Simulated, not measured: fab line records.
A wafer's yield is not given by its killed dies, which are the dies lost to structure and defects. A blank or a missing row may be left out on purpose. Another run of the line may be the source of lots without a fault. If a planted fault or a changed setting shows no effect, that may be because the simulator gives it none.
8D (eight disciplines) problem report, filled in by code || flow gf180mcu || the parts of the form that need people (team, actions taken, sign-off) are left out

1. WHAT WENT WRONG
CONTACT_W_RS at GF_CONTACT_RS_MEAS_25 reads a mean of 0.318 ohm/sq on 3 wafers of 3 lots; wafers without a fault read 0.384 ohm/sq with a standard deviation of 0.0037. Measured from the usual mean, that is -18 standard deviations.
The step: measures by four-point-probe.
First observed at day 20 04:55: wafer L784.5, on filmMetro-01. At this step, 30 wafers from 10 lots have a number in the record. The rule behind "out" and "out of limits": a value lying over 4 standard deviations away from the usual mean. The other wafers with a number count as sound.

2. WHAT IT IS, AND WHAT IT ISN'T
{"question": "which readings at this step", "is": "CONTACT_W_RS", "is not": "-"}
{"question": "which lots", "is": "L784, L785, L787", "is not": "L773, L777, L778, L779, L794, L795, L796"}
{"question": "which wafers of those lots", "is": "L784.5, L785.5, L787.4", "is not": "L784.1, L784.3, L785.1, L785.2, L787.2, L787.3"}
{"question": "read on which gauges", "is": "filmMetro-01, filmMetro-03", "is not": "filmMetro-04"}
{"question": "when", "is": "from day 20 04:55", "is not": "up to then (14 sound wafers); but 13 sound wafers of L785, L787, L794, L795, L796 came after"}

3. SUSPECTS, AND WHAT RULES EACH OUT
Counting: if a tool at a process step up to the reading ran every lot that is out, it stays a suspect. Sound lots after the first of them don't rule it out here, since some wafers of a struck lot are sound.
- the gauge at GF_CONTACT_RS_MEAS_25: ruled out. Those wafers that are out were read across 2 gauges (filmMetro-01, filmMetro-03).
- cvdW-02 at GF_CONTACT_CVD_24 (deposits W, target thk 300 nm, time 90.339 s): kept. It ran every lot that is out, first L784 (day 20 04:49); its last sound lot up to then is L778 (day 18 02:11).
Left after counting: cvdW-02 at GF_CONTACT_CVD_24.

4. THE CAUSE (what the simulator had put in)
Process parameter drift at GF_CONTACT_CVD_24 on cvdW-02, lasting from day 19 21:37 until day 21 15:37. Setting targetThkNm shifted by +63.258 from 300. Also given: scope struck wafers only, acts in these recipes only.
Only this tool survived the counting.

5. SEQUENCE OF EFFECTS, ordered by route
One row per reading whose mean, taken over the struck wafers that have a number, lies over 3 standard deviations from the usual. Scope: only readings with a usual standard deviation given in the record; hours: median across lots of the time from each lot's start at the first step in this table that gives one to its start at this step; sigmas: change in usual standard deviations.
{"hours": 0, "step": "GF_CONTACT_RS_MEAS_25", "reading": "CONTACT_W_RS", "usual": "0.384 ohm/sq", "on struck wafers": 0.318, "change": -0.066, "sigmas": -18}
{"hours": 0, "step": "GF_CONTACT_THK_MEAS_26", "reading": "CONTACT_W_THK", "usual": "301 nm", "on struck wafers": 365, "change": "+64", "sigmas": "+20"}
{"hours": 0, "step": "GF_CONTACT_CMP_27", "reading": "timeToEndpointS", "usual": "71.2 s", "on struck wafers": 82.2, "change": "+11.0", "sigmas": "+4.2"}
Its process steps:
- GF_CONTACT_CMP_27: polishes, stops on SiO2, t overpolish 15 s, target thk 0 nm.

6. HOW IT WOULD HAVE BEEN CAUGHT EARLIER
Counted from the fault's start at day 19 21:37, it took 7 hours until the first out-of-limits reading at a measuring or inspecting step in this record, taken at day 20 04:55.
An alarm limit of 4 standard deviations would not have fired on the tool readings at GF_CONTACT_CVD_24 for which the record gives a usual standard deviation, since none of them was out on any struck wafer.
Among the 3 lots that are out, L785, L787 began GF_CONTACT_CVD_24 on cvdW-02 after day 20 04:55. A hold on the tool at that time would have spared those 2.
